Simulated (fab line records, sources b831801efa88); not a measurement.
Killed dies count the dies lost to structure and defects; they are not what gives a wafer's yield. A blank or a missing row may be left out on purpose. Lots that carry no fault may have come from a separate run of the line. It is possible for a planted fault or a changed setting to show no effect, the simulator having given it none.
fab line records    flow sky130
[record] lots = 5  wafers = 15  lastDay = 50
route steps=708 shown METAL5@664 PASSIVATION@681 PAD_OPEN@694
lots with no fault: from the same line, run without faults
startH: hours from the record's opening day to when the first of the lot's shown wafers began    waitH: time in hours since the lot's previous step    " identical to the entry in the row above    L1.1+2: one row covering several wafers at once    - value missing, or start not given    * or withheld: withheld    < > ~ a bound
route shown NAME@n: a module of which the file shows steps, and the number in the route of the first    usual: mean and standard deviation over wafers with no fault    same: alike in all rows    chamber/n: place in a boat    sites: readings site by site    _std_site: the standard deviation of these    _edge_site: mean of outer sites minus mean of inner sites    radiusMm: for every site, how far away it sits from the centre of the wafer    mask NAME#n: copy n    behind: the most recent tool/chamber to have shaped the wafer    hold: cause of the lot's hold/its duration in hours/its outcome    device: the n, p or np transistor that did not switch    end of line: tests run on the same wafers once the route is complete    step lacking rows: just its recipe    killed: count of dies lost to structure and defects at first sort (not the wafer's yield)    map: the dies of a wafer, with x for killed, . for not killed, _ for no die there
set.NAME: the setting as run; set.NAME@STEP: as run at that earlier step    model.NAME: the simulator's own value behind a step, which no gauge read
lots at some steps of the route; a table a step, a row a wafer
services: when a tool's chamber went out of use (startH, in hours from the record's first day, below 0 if earlier), for how many hours, and the reason
[[steps]]
[step SKY_METAL5_SPUTTER_03]
[recipe] material = Ti  targetThkNm = 5  powerW = 3000  timeS = 3.3  chamberPressurePa = 0.4
[step SKY_METAL5_SPUTTER_04]
[recipe] material = TiN  targetThkNm = 70  powerW = 6500  timeS = 58.3  chamberPressurePa = 0.4
[step SKY_METAL5_DEHYDRATE_07]
[recipe] tempC = 200  timeS = 60
[step SKY_METAL5_HMDS_08]
[recipe] primeTimeS = 60  primeTempC = 120
[step SKY_METAL5_COAT_09]
[recipe] resist = NOVOLAK  spinRpm = 3000  resistThkNm = 1800
[step SKY_METAL5_SOFTBAKE_10]
[recipe] tempC = 90  timeS = 60  resist = NOVOLAK
[step SKY_METAL5_EXPOSE_11]
[recipe] maskId = MM5  na = 0.6  sourceShape = conventional  sigmaOuter = 0.6  polarization = unpolarized  targetCdNm = 1600  doseMj = 190
[step SKY_METAL5_PEB_12]
[recipe] tempC = withheld  timeS = *  resist = NOVOLAK
[step SKY_METAL5_DEVELOP_13]
[recipe] resist = NOVOLAK  developer = TMAH  developTimeS = 60  devTempC = 23
[step SKY_METAL5_DESCUM_14]
[recipe] chemistry = O2  sourcePowerW = 150  biasPowerW = 0  pressureMtorr = 10  tempC = 40  timeS = 11
[step SKY_METAL5_METAL_ETCH_15]
[recipe] targetDepthA = 12600  stopOn = SiO2  overEtchFrac = 0.2  timeS = 252  chemistry = Cl2/BCl3  resistSidewallDeg = 86  pressureMtorr = 10  icpW = 900  biasW = 48.5  Cl2_flow_sccm = 60  bcl3FlowSccm = 30
[usual] bcl3FlowSccm = 29.98/0.094  biasW = 48.48/0.15  drypumpMotorCurrentA = 5.8/0.42  oesProductAu = 0.895/0.0055  throttleValvePct = 22.264/0.0099
lot.wafer  tool         chamber  startH   waitH  bcl3FlowSccm  biasW  drypumpMotorCurrentA  oesProductAu  rfHoursCounterH  throttleValvePct
L845.1     rieMetal-02  0        1069.05  0.0    29.99         48.57  6.0                   0.893         19               22.273
L845.2     "            1        "        "      29.91         48.62  6.5                   0.886         21               22.253
L845.3     "            0        "        "      29.93         48.46  6.0                   0.905         -                22.265
L852.1     rieMetal-02  1        1101.70  0.0    29.78         48.18  6.4                   0.898         24               22.262
L852.3     "            1        "        "      29.93         48.47  6.4                   0.898         -                22.252
L852.6     "            0        "        "      29.90         48.44  6.0                   0.883         -                22.267
L851.3     rieMetal-02  1        1104.32  0.1    30.04         48.54  6.4                   0.898         -                22.263
L851.4     "            0        "        "      29.94         48.32  6.0                   0.907         -                22.257
L851.5     "            1        "        "      30.00         48.66  6.5                   0.894         -                22.273
L858.1     rieMetal-03  1        1126.50  0.0    29.97         48.41  5.4                   0.897         3                22.265
L858.2     "            0        "        "      29.95         48.38  5.3                   0.900         21               22.250
L858.4     "            0        "        "      29.94         48.47  5.3                   0.899         -                22.261
L864.2     rieMetal-02  1        1163.15  0.0    29.86         48.53  6.5                   0.892         31               22.272
L864.5     "            0        "        "      29.99         48.46  6.0                   0.892         -                22.267
L864.6     "            1        "        "      30.04         48.55  6.4                   0.897         -                22.273
[step SKY_METAL5_STRIP_16]
[recipe] chemistry = O2/N2  powerW = 1400  pressureMtorr = 1500  platenTempC = withheld  o2FlowSccm = 3000  n2FlowSccm = 300  overashFraction = 0.5
[step SKY_METAL5_STRIP_17]
[recipe] chemistry = postEtchResidueRemover  timeS = 1200  tempC = 72.5
[step SKY_METAL5_CLEAN_18]
[recipe] chemistry = IPA  timeS = 180  tempC = 25
[step SKY_METAL5_CLEAN_19]
[recipe] chemistry = O3/DIW  dry = n2Spin
[step SKY_PASSIVATION_CVD_00]
[recipe] material = SiO2  targetThkNm = 90  tempC = 400  timeS = withheld  rfW = 600
[step SKY_PASSIVATION_CVD_02]
[recipe] material = Si3N4  targetThkNm = 540  tempC = 400  timeS = withheld  rfW = 450
[step SKY_PASSIVATION_DEHYDRATE_04]
[recipe] tempC = 200  timeS = 60
[step SKY_PASSIVATION_HMDS_05]
[recipe] primeTimeS = 60  primeTempC = 120
[step SKY_PASSIVATION_COAT_06]
[recipe] spinRpm = 2000  resistThkNm = 3000
[step SKY_PASSIVATION_SOFTBAKE_07]
[recipe] tempC = 110  timeS = withheld
[step SKY_PASSIVATION_EXPOSE_08]
[recipe] maskId = NSM  targetCdNm = 3000  na = 0.57  doseMj = 260
[step SKY_PASSIVATION_PEB_09]
[recipe] tempC = 115  timeS = withheld
[step SKY_PASSIVATION_DEVELOP_10]
[recipe] developTimeS = 60  devTempC = 23
[step SKY_PASSIVATION_ETCH_11]
[recipe] chemistry = CF4/O2  targetDepthNm = 725  stopOn = AlCu  sourceW = 800  biasW = 150  pressureMtorr = 150  cf4FlowSccm = 80  O2_flow_sccm = 10  timeS = 161.1
[step SKY_PASSIVATION_STRIP_12]
[recipe] chemistry = O2/N2  powerW = 1400  pressureMtorr = 1500  platenTempC = withheld  overashFraction = 0.7  o2FlowSccm = 3000  n2FlowSccm = 300
[step SKY_PAD_OPEN_DEHYDRATE_00]
[recipe] tempC = 200  timeS = 60
[step SKY_PAD_OPEN_HMDS_01]
[recipe] primeTimeS = 60  primeTempC = 120
[step SKY_PAD_OPEN_COAT_02]
[recipe] spinRpm = 2000  resistThkNm = 3000
[step SKY_PAD_OPEN_SOFTBAKE_03]
[recipe] tempC = 110  timeS = withheld
[step SKY_PAD_OPEN_EXPOSE_04]
[recipe] maskId = PDM  targetCdNm = 60000  na = 0.57  doseMj = 260
[step SKY_PAD_OPEN_PEB_05]
[recipe] tempC = 115  timeS = withheld
[step SKY_PAD_OPEN_DEVELOP_06]
[recipe] developTimeS = 60  devTempC = 23
[step SKY_PAD_OPEN_ETCH_07]
[recipe] chemistry = CF4/O2  targetDepthNm = 725  stopOn = AlCu  sourceW = 800  biasW = 150  pressureMtorr = 150  cf4FlowSccm = 80  O2_flow_sccm = 10  timeS = 161.1
[step SKY_PAD_OPEN_STRIP_08]
[recipe] chemistry = O2/N2  powerW = 1400  pressureMtorr = 1500  platenTempC = withheld  overashFraction = 0.7  o2FlowSccm = 3000  n2FlowSccm = 300
[step SKY_PAD_OPEN_STRIP_09]
[recipe] chemistry = postEtchResidueRemover  timeS = 1200  tempC = 72.5
[step SKY_PAD_OPEN_CLEAN_10]
[recipe] chemistry = IPA  timeS = 180  tempC = 25
[step SKY_PAD_OPEN_CLEAN_11]
[recipe] chemistry = O3/DIW  dry = n2Spin
[step SKY_PAD_OPEN_PROBE_99]
[usual] defectLimitedYield = 82.7/1.9  killed_at_M0_to_M3 = 43/6.8  killed_at_M4_up = 3.0/1.8  killedAtContacts = 23/5.4  killedAtFrontEnd = 15/4.4  killedAtOther = 0.3/0.51  killedDies = 85/9.2  killedOpen = 47/6.8  killedShort = 39/6.8  sort_bin_3_pad_short = 0.8/0.43  sort_bin_5_function = 10.3/1.5  sort_bin_6_memory = 6.2/0.96  sortNPass = 407/9.2  sortYieldPct = 82.7/1.9
[same] grossDies = 492  killedAtBackSide = 0  sort_bin_4_leakage[%] = 0  sort_bin_8_speed[%] = 0
lot.wafer  tool       chamber  startH   waitH  defectLimitedYield[%]  killed_at_M0_to_M3  killed_at_M4_up  killedAtContacts  killedAtFrontEnd  killedAtOther  killedDies  killedOpen  killedShort  sort_bin_3_pad_short[%]  sort_bin_5_function[%]  sort_bin_6_memory[%]  sortNPass  sortYieldPct[%]  model.etest.tester.sortNPass  model.etest.tester.sortYieldPct  model.etest.tester.sort_bin_5_pct  model.etest.tester.sort_bin_3_pct
L845.1     prober-02  -        1112.87  0.1    75.0                   44                  26               32                21                0              123         57          41           1.8                      15.7                    7.5                   369        75.0             369                           75                               15.65                              1.829
L845.2     prober-02  -        1112.92  0.1    76.0                   31                  43               21                23                0              118         40          41           2.2                      15.4                    6.3                   374        76.0             374                           76.02                            15.45                              2.236
L845.3     prober-02  -        1112.97  0.2    77.2                   41                  28               25                17                1              112         40          46           2.0                      14.8                    5.9                   380        77.2             380                           77.24                            14.84                              2.033
L852.1     prober-01  -        1144.43  0.1    75.6                   42                  41               19                18                0              120         51          32           1.2                      16.1                    7.1                   372        75.6             372                           75.61                            16.06                              1.22
L852.3     prober-01  -        1144.53  0.2    77.2                   40                  34               24                14                0              112         53          28           1.6                      15.0                    6.1                   380        77.2             380                           77.24                            15.04                              1.626
L852.6     prober-01  -        1144.68  0.2    77.0                   43                  36               23                11                0              113         41          39           3.0                      13.6                    6.3                   379        77.0             379                           77.03                            13.62                              3.049
L851.3     prober-01  -        1147.17  0.2    75.8                   41                  34               22                22                0              119         44          42           2.4                      14.8                    6.9                   373        75.8             373                           75.81                            14.84                              2.439
L851.4     prober-01  -        1147.22  0.2    77.6                   36                  31               25                18                0              110         40          42           2.0                      13.6                    6.7                   382        77.6             382                           77.64                            13.62                              2.033
L851.5     prober-01  -        1147.27  0.2    78.0                   45                  30               22                11                0              108         43          36           2.6                      11.6                    7.7                   384        78.0             384                           78.05                            11.59                              2.642
L858.1     prober-01  -        1166.24  0.1    80.5                   57                  5                20                14                0              96          45          51           1.2                      10.0                    8.3                   396        80.5             396                           80.49                            9.959                              1.22
L858.2     prober-01  -        1166.29  0.1    85.8                   32                  0                26                12                0              70          35          35           0.4                      8.9                     4.9                   422        85.8             422                           85.77                            8.943                              0.4065
L858.4     prober-01  -        1166.39  0.2    77.8                   54                  9                23                23                0              109         57          52           0.8                      14.6                    6.7                   383        77.8             383                           77.85                            14.63                              0.813
L864.2     prober-01  -        1199.59  0.1    83.9                   41                  2                26                10                0              79          38          41           1.4                      9.1                     5.5                   413        83.9             413                           83.94                            9.146                              1.423
L864.5     prober-01  -        1199.74  0.2    82.1                   50                  1                25                12                0              88          41          47           1.8                      10.2                    5.9                   404        82.1             404                           82.11                            10.16                              1.829
L864.6     prober-01  -        1199.79  0.2    79.1                   58                  2                30                13                0              103         49          54           1.6                      13.2                    6.1                   389        79.1             389                           79.06                            13.21                              1.626
// killed by level:class
L845.1 METAL5:unspecified=25 LI_CONTACT:geometricParticle:open=13 VIA1:geometricParticle:open=13 VIA3:geometricParticle:open=8 CONTACT:geometricParticle:open=7 FIELD_ISO:geometricParticle:open=6 CONTACT:geometricParticle:short=5 VIA1:geometricParticle:short=5
L845.2 METAL5:unspecified=37 LI_CONTACT:geometricParticle:open=10 VIA1:geometricParticle:open=10 FIELD_ISO:geometricParticle:short=8 METAL4:geometricParticle:short=6 CONTACT:geometricParticle:open=5 METAL2:geometricParticle:short=5 POLY_GATE:geometricParticle:short=4
L845.3 METAL5:unspecified=26 VIA1:geometricParticle:open=10 CONTACT:geometricParticle:short=9 VIA3:geometricParticle:open=8 METAL2:geometricParticle:short=6 LOCAL_INTERCONNECT:geometricParticle:short=5 POLY_GATE:geometricParticle:open=4 LI_CONTACT:geometricParticle:open=4
L852.1 METAL5:unspecified=37 VIA1:geometricParticle:open=11 VIA2:geometricParticle:open=9 FIELD_ISO:geometricParticle:short=8 CONTACT:geometricParticle:open=8 POLY_GATE:geometricParticle:open=5 LI_CONTACT:geometricParticle:open=5 METAL1:geometricParticle:short=5
L852.3 METAL5:unspecified=31 VIA2:geometricParticle:open=11 LI_CONTACT:geometricParticle:open=9 FIELD_ISO:geometricParticle:open=8 CONTACT:geometricParticle:open=8 VIA3:geometricParticle:open=5 POLY_GATE:geometricParticle:open=4 VIA1:geometricParticle:open=4
L852.6 METAL5:unspecified=33 LI_CONTACT:geometricParticle:open=10 VIA1:geometricParticle:open=10 METAL2:geometricParticle:short=7 CONTACT:geometricParticle:short=6 CONTACT:geometricParticle:open=6 VIA2:geometricParticle:open=6 VIA1:geometricParticle:short=5
L851.3 METAL5:unspecified=33 VIA3:geometricParticle:open=9 CONTACT:geometricParticle:short=8 POLY_GATE:geometricParticle:open=7 POLY_GATE:geometricParticle:short=6 VIA2:geometricParticle:open=6 CONTACT:geometricParticle:open=6 METAL1:geometricParticle:short=5
L851.4 METAL5:unspecified=28 VIA1:geometricParticle:open=9 POLY_GATE:geometricParticle:short=7 CONTACT:geometricParticle:short=7 LI_CONTACT:geometricParticle:open=7 CONTACT:geometricParticle:open=7 POLY_GATE:geometricParticle:open=5 METAL2:geometricParticle:short=5
L851.5 METAL5:unspecified=29 VIA2:geometricParticle:open=10 LI_CONTACT:geometricParticle:open=9 VIA1:geometricParticle:open=8 METAL1:geometricParticle:short=7 CONTACT:geometricParticle:open=5 POLY_GATE:geometricParticle:short=4 LOCAL_INTERCONNECT:geometricParticle:short=4
L858.1 METAL3:geometricParticle:short=11 VIA1:geometricParticle:open=10 METAL2:geometricParticle:short=8 VIA2:geometricParticle:open=7 CONTACT:geometricParticle:open=6 FIELD_ISO:geometricParticle:open=5 LI_CONTACT:geometricParticle:open=5 VIA3:geometricParticle:open=5
L858.2 CONTACT:geometricParticle:open=11 VIA2:geometricParticle:open=6 LOCAL_INTERCONNECT:geometricParticle:short=5 VIA1:geometricParticle:short=5 FIELD_ISO:geometricParticle:short=4 METAL2:geometricParticle:short=4 CONTACT:geometricParticle:short=4 VIA1:geometricParticle:open=4
L858.4 CONTACT:geometricParticle:open=10 VIA1:geometricParticle:open=10 METAL1:geometricParticle:short=9 METAL2:geometricParticle:short=7 FIELD_ISO:geometricParticle:short=6 METAL1:geometricParticle:open=6 POLY_GATE:geometricParticle:short=5 LI_CONTACT:geometricParticle:open=5
L864.2 METAL2:geometricParticle:short=10 CONTACT:geometricParticle:open=8 VIA1:geometricParticle:open=6 VIA3:geometricParticle:open=6 LOCAL_INTERCONNECT:geometricParticle:short=5 LI_CONTACT:geometricParticle:open=5 VIA2:geometricParticle:short=4 FIELD_ISO:geometricParticle:short=3
L864.5 LI_CONTACT:geometricParticle:open=8 METAL1:geometricParticle:short=8 CONTACT:geometricParticle:open=6 METAL3:geometricParticle:short=6 VIA2:geometricParticle:open=6 VIA3:geometricParticle:open=6 VIA1:geometricParticle:open=5 FIELD_ISO:geometricParticle:short=4
L864.6 VIA2:geometricParticle:open=12 METAL2:geometricParticle:short=11 LI_CONTACT:geometricParticle:open=9 CONTACT:geometricParticle:open=8 POLY_GATE:geometricParticle:short=7 METAL1:geometricParticle:short=7 VIA1:geometricParticle:open=7 CONTACT:geometricParticle:short=6
// map L845.1 (x killed, . not)
__________....x...xx_________
________..xx.........x_______
______..x.xx..x........._____
_____......x.....x...xx..____
____x.............x....x..___
___..x..xx...x..xxx......x.__
__............x.x..........._
_........xx..x..........x....
_...............x.x..........
_........x..xx.x....x.....x..
_.....xx.xx.xx............x..
_x....x......x.x....xxx.....x
_xx.x.xxx.x.......x..........
_xx......xx....xx.x..........
_...xxx...x..x....x.x.xx.xxx.
__.....x........x.x......x.._
___..x.xx..........x.....x.__
____....x........x..x.....___
_____......x...xxxxxxxxx.____
______......x...xxxxxxxx_____
________......x..xxxxx_______
__________..x..x.xxx_________
// map L851.3 (x killed, . not)
__________......x..._________
________........x..xx._______
______.................._____
_____x...........x.......____
____x..........xx..xx....x___
___xxx...x.............x.x.__
__xxx.xxxx.x.x..x..........._
_xxxxxxx...........x..x.x.x.x
_xxxxxxx....x.x...x...x...x..
_xxxxxx..x......x............
_xxxx..xx....x...x...x.x.....
_..xx.xx.x......x.....x..xx..
_....x.x..x.x...............x
_x...x.x..........xx..x...x..
_.....x....x.....x.x.....x...
__x.....x..........xx......._
___....x........x.x........__
____..x...x.xx.xx...x....x___
_____..x......x.......x..____
______..............x.x._____
________..........x..._______
__________.x...x...._________
[[services]]
tool         chamber  startH   hours  kind
rieMetal-03  -        1047.56  2.8    pm
rieMetal-03  1        1059.65  -      clean
rieMetal-03  1        1059.65  24.7   scheduledDown
rieMetal-03  1        1059.65  24.7   ventCycle
rieMetal-02  0        1132.96  8.7    repair
[[key]]
[firstSign] step = SKY_PAD_OPEN_PROBE_99  reading = killed_at_M4_up  direction = up  sigmas = 17  usual = 3.0  struck = 33.7
[effect] step = SKY_PAD_OPEN_PROBE_99  reading = defectLimitedYield  direction = down  sigmas = 3.2  usual = 82.7  struck = 76.6
[modelEffect] step = SKY_PAD_OPEN_PROBE_99  value = etest.tester.sortNPass  without = 403.7  struck = 377
metAt SKY_METAL5_METAL_ETCH_15
struckWafers L845.1,L845.2,L845.3,L851.3,L851.4,L851.5,L852.1,L852.3,L852.6
[fault] kind = chamberParticleSource  tool = rieMetal-02  chamber = -  onsetH = 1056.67  steps = SKY_METAL5_METAL_ETCH_15  ratePerVisitCm2 = 0.66717  endH = 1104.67
